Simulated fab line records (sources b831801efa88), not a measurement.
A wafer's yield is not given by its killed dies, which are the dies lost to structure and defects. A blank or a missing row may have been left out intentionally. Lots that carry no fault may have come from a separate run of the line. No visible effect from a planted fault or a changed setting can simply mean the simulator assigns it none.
Which tool is to blame?    flow gf180mcu    Sampling: 11 lots, 33 wafers, 7 of 602 route steps

WHAT THE GAUGES SHOWED, per wafer
GF_PSD_TW_MEAS_11. Usual: PSD_TW gives 3194 (standard deviation 39).
lot   measured      on             PSD_TW          flag
L302  day 14 10:37  film-metro-02  3151 3153 3162  
L303  day 14 23:37  film-metro-04  3184 3197 3192  
L305  day 15 22:47  film-metro-03  3217 3191 3206  
L312  day 17 19:20  film-metro-04  2972 2995 2977  OFF
L313  day 18 05:24  film-metro-03  3231 3242 3223  
L314  day 18 17:17  film-metro-03  3074 3050 3055  OFF
L315  day 18 19:32  film-metro-02  2970 2976 2954  OFF
L318  day 20 02:43  film-metro-03  3224 3225 3220  
L321  day 20 23:55  film-metro-04  3165 3161 3168  
L323  day 21 08:52  film-metro-04  3161 3185 3189  
L325  day 21 17:50  film-metro-03  3255 3244 3259  

GF_PSD_RS_MEAS_15: the measuring method here is four-point-probe. Usual: PSD_RS gives 108.7 ohm/sq (standard deviation 0.34).
lot   measured      on             PSD_RS (ohm/sq)    flag
L302  day 14 10:56  film-metro-04  108.5 108.5 108.5  
L303  day 14 23:55  film-metro-03  108.7 109.0 109.1  
L305  day 15 23:07  film-metro-02  108.3 108.4 108.5  
L312  day 17 19:42  film-metro-04  123.5 123.3 123.5  OFF
L313  day 18 05:43  film-metro-03  109.5 109.1 109.3  
L314  day 18 17:36  film-metro-03  123.8 124.2 123.9  OFF
L315  day 18 19:53  film-metro-03  122.9 123.4 123.2  OFF
L318  day 20 03:09  film-metro-02  108.4 108.3 108.5  
L321  day 21 00:18  film-metro-04  108.3 108.5 108.4  
L323  day 21 09:11  film-metro-04  108.3 108.3 108.4  
L325  day 21 18:11  film-metro-04  108.3 108.4 108.7  

GF_CONTACT_OVL_MEAS_15. Usual: CONTACT_OVL gives -1 nm (standard deviation 4.9).
lot   measured      on          CONTACT_OVL (nm)  flag
L302  day 16 08:01  overlay-01  5 -1 -1           
L303  day 16 22:06  overlay-02  6 4 4             
L305  day 17 22:12  overlay-02  4 2 1             
L312  day 19 21:39  overlay-02  0 9 6             
L313  day 20 08:18  overlay-02  -4 8 7            
L314  day 20 19:03  overlay-02  -2 -2 -4          
L315  day 20 21:52  overlay-02  -3 -12 4          
L318  day 22 04:13  overlay-01  5 -1 -6           
L321  day 23 01:53  overlay-01  -2 -4 -7          
L323  day 23 09:28  overlay-01  -10 -9 2          
L325  day 23 16:28  overlay-01  0 3 -1            

EACH LOT AND THE TOOL THAT RAN IT (in order: tool; ch and the chambers of the sampled wafers; start)
lot   GF_PSD_IMPLANT_09                GF_PSD_STRIP_10                       GF_SALICIDE_SPUTTER_03        GF_SALICIDE_RTA_08
L302  implanter-02 ch 0, day 14 10:23  plasma-asher-04 ch 0,1, day 14 10:31  pvd-sputter-03, day 15 08:45  rtp-anneal-02 ch 0, day 15 09:11
L303  implanter-01 ch 0, day 14 23:22  plasma-asher-02 ch 0,1, day 14 23:31  pvd-sputter-03, day 15 22:37  rtp-anneal-02 ch 0, day 15 23:01
L305  implanter-03 ch 0, day 15 22:32  plasma-asher-04 ch 0,1, day 15 22:41  pvd-sputter-04, day 16 22:09  rtp-anneal-01 ch 0, day 16 22:34
L312  implanter-02 ch 0, day 17 19:05  plasma-asher-03 ch 0,1, day 17 19:14  pvd-sputter-04, day 18 20:03  rtp-anneal-02 ch 0, day 18 20:27
L313  implanter-01 ch 0, day 18 05:10  plasma-asher-02 ch 0, day 18 05:17    pvd-sputter-03, day 19 06:20  rtp-anneal-01 ch 0, day 19 06:46
L314  implanter-02 ch 0, day 18 17:02  plasma-asher-04 ch 0,1, day 18 17:11  pvd-sputter-04, day 19 18:15  rtp-anneal-01 ch 0, day 19 18:40
L315  implanter-02 ch 0, day 18 19:20  plasma-asher-02 ch 0,1, day 18 19:26  pvd-sputter-04, day 19 20:29  rtp-anneal-01 ch 0, day 19 20:55
L318  implanter-01 ch 0, day 20 02:31  plasma-asher-04 ch 0,1, day 20 02:37  pvd-sputter-04, day 21 02:58  rtp-anneal-02 ch 0, day 21 03:25
L321  implanter-03 ch 0, day 20 23:43  plasma-asher-04 ch 0,1, day 20 23:49  pvd-sputter-03, day 22 00:52  rtp-anneal-02 ch 0, day 22 01:19
L323  implanter-03 ch 0, day 21 08:38  plasma-asher-04 ch 0,1, day 21 08:46  pvd-sputter-04, day 22 09:31  rtp-anneal-02 ch 0, day 22 09:59
L325  implanter-02 ch 0, day 21 17:38  plasma-asher-03 ch 0,1, day 21 17:44  pvd-sputter-04, day 22 16:17  rtp-anneal-01 ch 0, day 22 16:44
- GF_PSD_IMPLANT_09
- GF_PSD_STRIP_10: strips in O2/N2.
- GF_SALICIDE_SPUTTER_03: material TiN, target thk 20 nm, time 16.7 s.
- GF_SALICIDE_RTA_08: time 30 s.

WHAT THE TOOLS THEMSELVES READ (means of the sampled wafers that have a number; where no wafer has one, the mark that the record gives instead)
GF_PSD_IMPLANT_09. Usual: dose-ions-cm2 1.4998e+15, standard deviation 1.7e+12; end-station-pressure-torr 1.17e-05 Torr, standard deviation 5.7e-07; faraday-current-uA 8252, standard deviation 170; tilt-deg 6.998 degrees, standard deviation 0.02.
lot   tool          dose-ions-cm2  end-station-pressure-torr (Torr)  faraday-current-uA  tilt-deg (degrees)  flag
L302  implanter-02  1.5022e+15     1.17e-05                          8355                6.972               
L303  implanter-01  1.4990e+15     1.16e-05                          8122                6.973               
L305  implanter-03  1.5038e+15     1.16e-05                          8040                7.009               
L312  implanter-02  1.1458e+15     1.03e-05                          6411                7.001               OFF
L313  implanter-01  1.4984e+15     1.15e-05                          8151                7.006               
L314  implanter-02  1.1451e+15     1.01e-05                          6419                6.988               OFF
L315  implanter-02  1.1464e+15     1.01e-05                          6383                6.984               OFF
L318  implanter-01  1.4994e+15     1.14e-05                          8283                6.986               
L321  implanter-03  1.5001e+15     1.20e-05                          8251                6.985               
L323  implanter-03  1.4975e+15     1.19e-05                          8192                7.010               
L325  implanter-02  1.5003e+15     1.15e-05                          8279                6.999               

GF_PSD_STRIP_10. Usual: drypump-motor-current-A 5.6 A, standard deviation 0.38; heater-power-w 353 W, standard deviation 36; o2-flow-sccm 3001 sccm, standard deviation 11; oes-product-au 0.593 a.u., standard deviation 0.0052; strip-time-to-endpoint-s 16.55 s, standard deviation 0.036.
lot   tool             drypump-motor-current-A (A)  heater-power-w (W)  o2-flow-sccm (sccm)  oes-product-au (a.u.)  strip-time-to-endpoint-s (s)  flag
L302  plasma-asher-04  5.6                          343                 3001                 0.593                  16.54                         
L303  plasma-asher-02  5.2                          339                 3013                 0.590                  16.54                         
L305  plasma-asher-04  5.5                          324                 2988                 0.596                  16.55                         
L312  plasma-asher-03  6.2                          390                 3006                 0.616                  15.72                         OFF
L313  plasma-asher-02  5.2                          328                 3014                 0.599                  16.49                         
L314  plasma-asher-04  5.6                          348                 3005                 0.611                  15.67                         OFF
L315  plasma-asher-02  5.3                          329                 3000                 0.606                  15.73                         OFF
L318  plasma-asher-04  5.6                          349                 2998                 0.593                  16.57                         
L321  plasma-asher-04  5.6                          350                 3001                 0.593                  16.55                         
L323  plasma-asher-04  5.6                          350                 3004                 0.598                  16.58                         
L325  plasma-asher-03  5.9                          399                 3002                 0.600                  16.56                         

GF_SALICIDE_SPUTTER_03. Usual: throttle-valve-pct reads 29.4 % (standard deviation 0.8).
lot   tool            throttle-valve-pct (%)  flag
L302  pvd-sputter-03  29.7                    
L303  pvd-sputter-03  29.5                    
L305  pvd-sputter-04  29.2                    
L312  pvd-sputter-04  28.8                    
L313  pvd-sputter-03  29.5                    
L314  pvd-sputter-04  29.2                    
L315  pvd-sputter-04  29.3                    
L318  pvd-sputter-04  29.4                    
L321  pvd-sputter-03  29.0                    
L323  pvd-sputter-04  29.0                    
L325  pvd-sputter-04  28.6                    

GF_SALICIDE_RTA_08. Usual: anneal-temp-c-max 804.1, standard deviation 2; lamp-power-pct 17.35 %, standard deviation 0.27; wafer_temp_C_max 803.7, standard deviation 0.75.
lot   tool           anneal-temp-c-max  lamp-power-pct (%)  wafer_temp_C_max  flag
L302  rtp-anneal-02  802.4              17.62               803.3             
L303  rtp-anneal-02  802.0              17.60               803.3             
L305  rtp-anneal-01  804.7              17.06               803.6             
L312  rtp-anneal-02  802.5              17.61               803.8             
L313  rtp-anneal-01  805.7              17.06               804.4             
L314  rtp-anneal-01  806.7              17.05               803.8             
L315  rtp-anneal-01  806.6              17.05               804.6             
L318  rtp-anneal-02  802.7              17.61               803.7             
L321  rtp-anneal-02  802.1              17.60               803.8             
L323  rtp-anneal-02  803.1              17.59               803.5             
L325  rtp-anneal-01  806.4              17.06               804.3             

THE ANSWER, worked out from the rows above alone
Rule: a lot counts as off when the mean over its wafers that have a number is more than 3 standard deviations away from the usual mean. A lot without any number at a reading at which 4 lots or more have one is off too. The other lots that the step has rows for count as sound. Order of review: gauges by route order, followed by the tools' own readings, for which a lot's mean as printed above is used. At the first step where some lot is off, the reading lying furthest off is the one used; lots without a number count as furthest.
Off: L312, L314, L315, seen at GF_PSD_TW_MEAS_11 (PSD_TW).
A tool fits if, at a process step before that reading, it ran every lot that is off, and no sound lot after the first of them. Not tried: the gauges at GF_PSD_TW_MEAS_11; whatever is off there is also off at GF_PSD_IMPLANT_09, on other tools, and gauge error can't account for it. Of those tried, none fits.

WHAT WAS PUT IN BY THE SIMULATOR
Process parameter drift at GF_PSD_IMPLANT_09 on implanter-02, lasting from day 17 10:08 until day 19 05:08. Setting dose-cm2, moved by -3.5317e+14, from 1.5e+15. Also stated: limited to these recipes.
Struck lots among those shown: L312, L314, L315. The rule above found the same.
